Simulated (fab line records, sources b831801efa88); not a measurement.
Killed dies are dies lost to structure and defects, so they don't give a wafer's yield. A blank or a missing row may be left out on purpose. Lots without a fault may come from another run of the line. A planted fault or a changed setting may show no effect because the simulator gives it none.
fab line records | flow sky130
record lots=5 wafers=15 last_day=50
route steps=708 shown VIA3@575
lots that met no fault: from a run of the same line without faults
start_h: hours from the record's first day to the start of the lot's first wafer shown | wait_h: hours since the lot's step before | " the same as in the row above | L1.1+2: a row that stands for several wafers | - no value, or no start given | * or withheld: withheld | < > ~ a bound
route shown NAME@n: a module of which the file shows steps, and the number in the route of the first | usual: mean/standard deviation of fault-free wafers | same: alike in all rows | chamber/n: place in a boat | sites: the reading at each site | _std_site: their standard deviation | _edge_site: outer sites' mean less inner sites' | radius_mm: how far each site lies from the wafer's centre | mask NAME#n: copy n | behind: the tool/chamber that last shaped the wafer | hold: why the lot was held/for how many hours/how that ended | device: the transistor (n, p or np) that didn't switch | end of line: the same wafers' tests at the end of the route | a step without rows: its recipe alone | killed: dies lost to structure and defects at the first sort, not the wafer's yield | map: a wafer's dies, x killed, . not, _ none there
set.NAME: the setting as run; set.NAME@STEP: as run at that earlier step | model.NAME: the simulator's own value behind a step, which no gauge read
lots at some steps of the route; a table a step, a row a wafer
services: from which hour (start_h, from the record's first day; less than 0 if before it) a tool's chamber was out of use, for how many hours, and why
## steps
# step SKY_VIA3_CMP_02
# recipe material=SiO2 down_force_psi=4 platen_rpm=60 pad_velocity_m_s=0.94248
# usual edge_zone_pressure_frac=0.999/0.0049 motor_current_A=11.9/1.5 slurry_filter_dp_kPa=13.51/0.14
# columns lot.wafer tool chamber start_h wait_h edge_zone_pressure_frac motor_current_A slurry_filter_dp_kPa
L334.2 cmp-02 1 963.48 0.1 1.006 10.3 13.61
L334.1 " 3 " " 0.995 12.2 13.39
L334.6 " 0 " " 0.998 9.4 13.49
L343.4 cmp-02 1 1021.20 0.1 1.013 11.1 13.62
L343.3 " 2 " " 1.005 10.0 13.36
L343.6 " 3 " " 0.991 12.8 13.44
L345.4 cmp-02 3 1038.23 0.0 1.000 11.2 13.39
L345.1 " 0 " " 1.004 9.6 13.70
L345.3 " 1 " " 1.004 10.7 13.46
L348.4 cmp-02 2 1048.15 0.1 1.002 9.9 13.92
L348.3 " 3 " " 1.010 11.8 13.57
L348.5 " 2 " " 1.005 10.5 13.49
L350.2 cmp-01 0 1067.11 0.7 1.002 14.0 13.52
L350.3 " 3 " " 1.002 13.1 13.53
L350.5 " 0 " " 0.999 13.7 13.66
# step SKY_VIA3_BOW_MEAS_03
# recipe mode=bow
# usual VIA3_BOW=80/8
# columns lot.wafer tool chamber start_h wait_h VIA3_BOW[um]
L334.1 film_metro-01 - 963.73 0.1 66
L334.2 " - " " 62
L334.6 " - " " 79
L343.3 film_metro-01 - 1021.44 0.1 78
L343.4 " - " " 85
L343.6 " - " " 88
L345.1 film_metro-02 - 1038.53 0.2 71
L345.3 " - " " 86
L345.4 " - " " 74
L348.3 film_metro-03 - 1048.44 0.2 85
L348.4 " - " " 81
L348.5 " - " " 88
L350.2 film_metro-01 - 1067.43 0.3 79
L350.3 " - " " 78
L350.5 " - " " 76
# step SKY_VIA3_DEHYDRATE_04
# recipe temp_c=200 time_s=60
# step SKY_VIA3_HMDS_05
# recipe prime_time_s=60 prime_temp_c=120
# step SKY_VIA3_COAT_06
# recipe resist=BARC temp_c=withheld time_s=withheld spin_rpm=3000 resist_thk_nm=60
# step SKY_VIA3_COAT_07
# recipe resist=KrF-thick spin_rpm=3000 resist_thk_nm=450
# step SKY_VIA3_SOFTBAKE_08
# recipe temp_c=100 time_s=90 resist=KrF-thick
# step SKY_VIA3_EXPOSE_09
# recipe mask_id=VIM3 na=0.8 source_shape=annular sigma_inner=0.55 sigma_outer=0.85 target_cd_nm=200 dose_mj=38
# step SKY_VIA3_PEB_10
# recipe peb_temp_c=withheld peb_time_s=withheld resist=KrF-thick
# step SKY_VIA3_DEVELOP_11
# recipe develop_time_s=60 resist=KrF-thick dev_temp_c=21
# step SKY_VIA3_CD_MEAS_12
# recipe target_cd_nm=200
# usual cd_nm=199.9/1.6
# columns lot.wafer tool chamber start_h wait_h cd_nm
L334.1 cd_sem-02 - 988.12 - 201.7
L334.2 " - " " 201.0
L334.6 " - " " 202.4
L343.3 cd_sem-01 - 1043.36 - 199.4
L343.4 " - " " 199.7
L343.6 " - " " 198.4
L345.1 cd_sem-02 - 1061.17 - 203.1
L345.3 " - " " 203.4
L345.4 " - " " 201.7
L348.3 cd_sem-02 - 1070.16 - 200.3
L348.4 " - " " 199.5
L348.5 " - " " 198.6
L350.2 cd_sem-01 - 1088.09 - 201.3
L350.3 " - " " 200.5
L350.5 " - " " 201.7
# step SKY_VIA3_OVL_MEAS_13
# usual VIA3_OVL=3/5.7
# columns lot.wafer tool chamber start_h wait_h VIA3_OVL[nm]
L334.1 overlay-01 - 988.24 0.1 -6
L334.2 " - " " -9
L334.6 " - " " -8
L343.3 overlay-02 - 1043.45 0.1 7
L343.4 " - " " 9
L343.6 " - " " 9
L345.1 overlay-01 - 1061.29 0.1 1
L345.3 " - " " -2
L345.4 " - " " -3
L348.3 overlay-02 - 1070.25 0.1 5
L348.4 " - " " 5
L348.5 " - " " 2
L350.2 overlay-01 - 1088.20 0.1 11
L350.3 " - " " 8
L350.5 " - " " 5
# step SKY_VIA3_ETCH_14
# recipe chemistry=N2/H2 target=BARC ion_energy_ev=200 source_w=500 bias_w=101.6 pressure_mtorr=30 n2_flow_sccm=100 h2_flow_sccm=200 stop_on=SiO2 time_s=45.9 target_depth_a=600
# usual bias_w=101.61/0.28 drypump_motor_current_A=5.6/0.49 h2_flow_sccm=200.0/0.62 oes_product_au=0.855/0.0045 throttle_valve_pct=13.224/0.0087
# columns lot.wafer tool chamber start_h wait_h bias_w drypump_motor_current_A h2_flow_sccm oes_product_au rf_hours_counter_h throttle_valve_pct model.KrF-thick_of_VIA3_COAT_07.thk_nm model.etch.depth_nm model.VIA3.cd_nm
L334.1 rie_diel-04 1 988.27 0.0 101.98 6.3 201.2 0.864 15 13.227 390.5 60.1 200.6
L334.2 " 2 " " 101.62 5.8 201.5 0.855 10 13.232 388.7 59.98 200.9
L334.6 " 1 " " 101.76 6.3 200.1 0.854 - 13.218 389.4 60 200.7
L343.3 rie_diel-02 2 1043.48 0.0 101.73 5.1 199.8 0.859 14 13.215 391.8 60.12 200.1
L343.4 " 0 " " 101.74 5.1 199.3 0.857 9 13.228 391 60.11 199.9
L343.6 " 3 " " 101.41 6.4 201.3 0.850 - 13.222 391.6 60.03 197.6
L345.1 rie_diel-02 1 1061.33 0.0 101.66 5.6 200.6 0.858 19 13.220 392.5 60.09 203.4
L345.3 " 2 " " 101.79 5.1 199.3 0.852 15 13.227 394.6 60 204.4
L345.4 " 3 " " 101.47 6.5 199.3 0.747 5 13.217 412 45.88 197.4
L348.3 rie_diel-03 3 1070.28 0.0 101.49 5.6 199.5 0.852 12 13.220 390.4 60.28 200.9
L348.4 " 1 " " 101.12 5.0 199.8 0.851 20 13.212 392 60.16 200.3
L348.5 " 0 " " 102.13 5.0 200.5 0.856 - 13.222 390.7 60.07 200
L350.2 rie_diel-04 1 1088.23 0.0 101.49 6.3 199.2 0.853 19 13.229 393.5 59.99 200.3
L350.3 " 2 " " 101.32 5.7 200.4 0.856 14 13.217 392.7 60.04 201.2
L350.5 " 1 " " 101.80 6.3 199.5 0.847 - 13.237 392.7 59.97 200.2
# step SKY_VIA3_ETCH_15
# recipe target=SiO2 chemistry=C4F8/O2/Ar target_depth_nm=507 stop_on=TiN mask_material=KrF-thick source_w=1500 bias_w=1200 pressure_mtorr=40 c4f8_flow_sccm=withheld O2_flow_sccm=6 Ar_flow_sccm=300 time_s=78
# usual bias_w=1200/3.6 oes_product_au=0.946/0.0047
# columns lot.wafer tool chamber start_h wait_h bias_w oes_product_au rf_hours_counter_h model.KrF-thick_of_VIA3_COAT_07.thk_nm
L334.1 rie_diel-04 1 988.31 0.0 1197 0.944 15 288.6
L334.2 " 2 " " 1204 0.948 10 285.2
L334.6 " 1 " " 1199 0.947 - 286.6
L343.3 rie_diel-02 2 1043.52 0.0 1207 0.956 14 289.9
L343.4 " 0 " " 1203 0.942 9 286.7
L343.6 " 3 " " 1203 0.946 - 286.5
L345.1 rie_diel-02 1 1061.37 0.0 1196 0.942 19 289.7
L345.3 " 2 " " 1201 0.938 15 293.3
L345.4 " 3 " " 1203 0.374 5 308.4
L348.3 rie_diel-03 3 1070.32 0.0 1199 0.941 12 288.2
L348.4 " 1 " " 1200 0.944 20 292.5
L348.5 " 0 " " 1200 0.945 - 287.3
L350.2 rie_diel-04 1 1088.27 0.0 1204 0.945 19 291.6
L350.3 " 2 " " 1210 0.951 14 289.4
L350.5 " 1 " " 1203 0.947 - 291
# step SKY_VIA3_STRIP_16
# recipe chemistry=O2/N2 power_w=1400 pressure_mtorr=1500 platen_temp_c=withheld o2_flow_sccm=3000 n2_flow_sccm=300 overash_fraction=0.5
# usual drypump_motor_current_A=5.91/0.26 oes_product_au=0.402/0.005 strip_time_to_endpoint_s=4.12/0.034
# columns lot.wafer tool chamber start_h wait_h drypump_motor_current_A oes_product_au rf_hours_counter_h strip_time_to_endpoint_s
L334.1 plasma_asher-03 0 988.37 0.0 5.55 0.398 114 4.10
L334.2 " 1 " " 5.96 0.395 114 4.05
L334.6 " 0 " " 5.55 0.401 - 4.08
L343.3 plasma_asher-01 1 1043.61 0.1 5.46 0.394 - 4.10
L343.4 " 0 " " 6.27 0.401 - 4.09
L343.6 " 1 " " 5.43 0.400 - 4.08
L345.1 plasma_asher-04 1 1061.43 0.0 6.02 0.407 30 4.12
L345.3 " 1 " " 6.03 0.399 - 4.15
L345.4 " 0 " " 6.13 0.412 - 4.32
L348.3 plasma_asher-01 1 1070.41 0.1 5.44 0.398 - 4.11
L348.4 " 0 " " 6.26 0.401 - 4.14
L348.5 " 0 " " 6.26 0.402 - 4.09
L350.2 plasma_asher-04 1 1088.33 0.0 6.01 0.397 34 4.12
L350.3 " 1 " " 6.02 0.402 - 4.10
L350.5 " 0 " " 6.13 0.407 - 4.13
# step SKY_VIA3_STRIP_17
# recipe chemistry=post_etch_residue_remover time_s=1200 temp_c=72.5
## services
# columns tool chamber start_h hours kind
rie_diel-03 2 947.13 - clean
rie_diel-03 2 947.13 13.9 scheduled_down
rie_diel-03 2 947.13 13.9 vent_cycle
cmp-02 - 950.96 6.9 pm
rie_diel-02 - 959.67 1.7 repair
rie_diel-04 - 967.33 14.6 pm
cmp-01 - 969.91 3.4 repair
plasma_asher-04 - 973.40 1.5 repair
rie_diel-04 0 984.70 15.3 repair
cmp-01 - 1005.59 6.5 repair
cmp-02 - 1033.50 1.4 repair
rie_diel-03 - 1045.32 2.8 pm
cmp-01 - 1052.34 0.3 repair
cmp-02 - 1052.42 1.0 repair
plasma_asher-03 - 1055.25 9.0 pm
plasma_asher-03 0 1055.25 9.0 vent_cycle
plasma_asher-03 1 1055.25 9.0 vent_cycle
rie_diel-04 0 1061.44 4.6 repair
cmp-02 - 1063.44 6.5 pm
plasma_asher-03 0 1064.25 - clean
plasma_asher-01 - 1076.77 6.7 repair
rie_diel-02 2 1077.04 6.9 repair
plasma_asher-01 - 1083.45 10.2 pm
cmp-01 - 1084.00 4.0 pm
## key
first_sign step=SKY_VIA3_ETCH_14 reading=oes_product_au direction=down sigmas=24 usual=0.855 struck=0.747
effect step=SKY_VIA3_ETCH_15 reading=oes_product_au direction=down sigmas=99+ usual=0.946 struck=0.374
effect step=SKY_VIA3_STRIP_16 reading=strip_time_to_endpoint_s direction=up sigmas=5.7 usual=* struck=*
model_effect step=SKY_VIA3_ETCH_14 value=KrF-thick_of_VIA3_COAT_07.thk_nm without=392.8 struck=412
model_effect step=SKY_VIA3_ETCH_15 value=KrF-thick_of_VIA3_COAT_07.thk_nm without=289.2 struck=308.4
met_at SKY_VIA3_ETCH_14
struck_wafers L345.4
later_rows_left_out L345.4
sort_left_out L345.4
onset_between 1043.48 1061.33
fault kind=process_parameter_drift tool=rie_diel-02 chamber=3 onset_h=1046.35 steps=SKY_VIA3_ETCH_14 channel=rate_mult offset=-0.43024 shape=step end_h=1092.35
# sort_left_out: the simulated sort isn't trusted on such a fault, so these wafers' sort isn't shown, and their yield isn't known
# later_rows_left_out: the simulator's readings of these wafers behind a module that went badly wrong aren't trusted and aren't shown, but for the sort
